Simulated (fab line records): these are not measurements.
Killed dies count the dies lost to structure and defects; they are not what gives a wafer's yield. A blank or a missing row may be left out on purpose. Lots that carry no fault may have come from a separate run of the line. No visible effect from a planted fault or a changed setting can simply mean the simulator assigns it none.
Problem report in the 8D (eight disciplines) form, filled by code / flow sky130 / the parts of the form that need people (team, actions taken, sign-off) are left out

1. WHAT WENT WRONG
runLengthS at SKY_METAL2_SOFTBAKE_11 reads a mean of 124.89 s on 6 wafers of 2 lots; wafers without a fault read 119.14 s with a standard deviation of 0.14. Relative to the usual mean, that is a shift of +41 standard deviations.
The step: time 90 s.
Seen first at day 40 00:00 on lithoTrack-02, wafer L453.1. The record has a number at this step for 33 wafers belonging to 11 lots. Rule for "out" (also "out of limits"): further than 4 standard deviations from the usual mean. The other wafers with a number count as sound.

2. WHAT IT IS, WHAT IT ISN'T
question=which readings at this step | is=runLengthS | is not=resistLineTempC
question=which lots | is=L449, L453 | is not=L438, L439, L441, L442, L443, L455, L456, L457, L459
question=which wafers of those lots | is=all that have a number | is not=-
question=read on which tools | is=lithoTrack-02 | is not=lithoTrack-01, lithoTrack-04
question=when | is=from day 40 00:00 | is not=up to then (15 sound wafers); but 12 sound wafers of L455, L456, L457, L459 came after

3. WHAT RULES OUT EACH SUSPECT
Counting: a tool at a process step up to the reading stays a suspect if it ran every lot that is out and no sound lot after the first of them.
- lithoTrack-02 at SKY_METAL2_SOFTBAKE_11 (time 90 s): kept. All lots that are out passed through it, beginning with L453 at day 40 00:00, and no sound lot followed; its final sound lot before that point was L443 at day 36 12:00. On those wafers its own readings are out: runLengthS.
Left after counting: lithoTrack-02 at SKY_METAL2_SOFTBAKE_11.

4. THE CAUSE (what the simulator had put in)
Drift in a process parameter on lithoTrack-02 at SKY_METAL2_SOFTBAKE_11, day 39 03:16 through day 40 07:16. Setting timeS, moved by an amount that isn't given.
This tool alone remained once counting was done.

5. SEQUENCE OF EFFECTS, ordered by route
Rows list readings where the struck wafers' mean (over those with a number) sits beyond 3 standard deviations from the usual. Only readings whose record carries a usual standard deviation are examined. hours: median over the lots of the time between each lot's start at the first step of this table that gives one and its start at this step. sigmas: the change, counted in usual standard deviations.
hours=0; step=SKY_METAL2_SOFTBAKE_11; reading=runLengthS; usual=119.14 s; on struck wafers=124.89; change=+5.75; sigmas=+41
Process steps it contains:
- SKY_METAL2_SOFTBAKE_11: time 90 s.

6. HOW IT WOULD HAVE BEEN CAUGHT EARLIER
21 hours passed between the start of the fault at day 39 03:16 and the first reading out of limits in this record, taken at day 40 00:00.
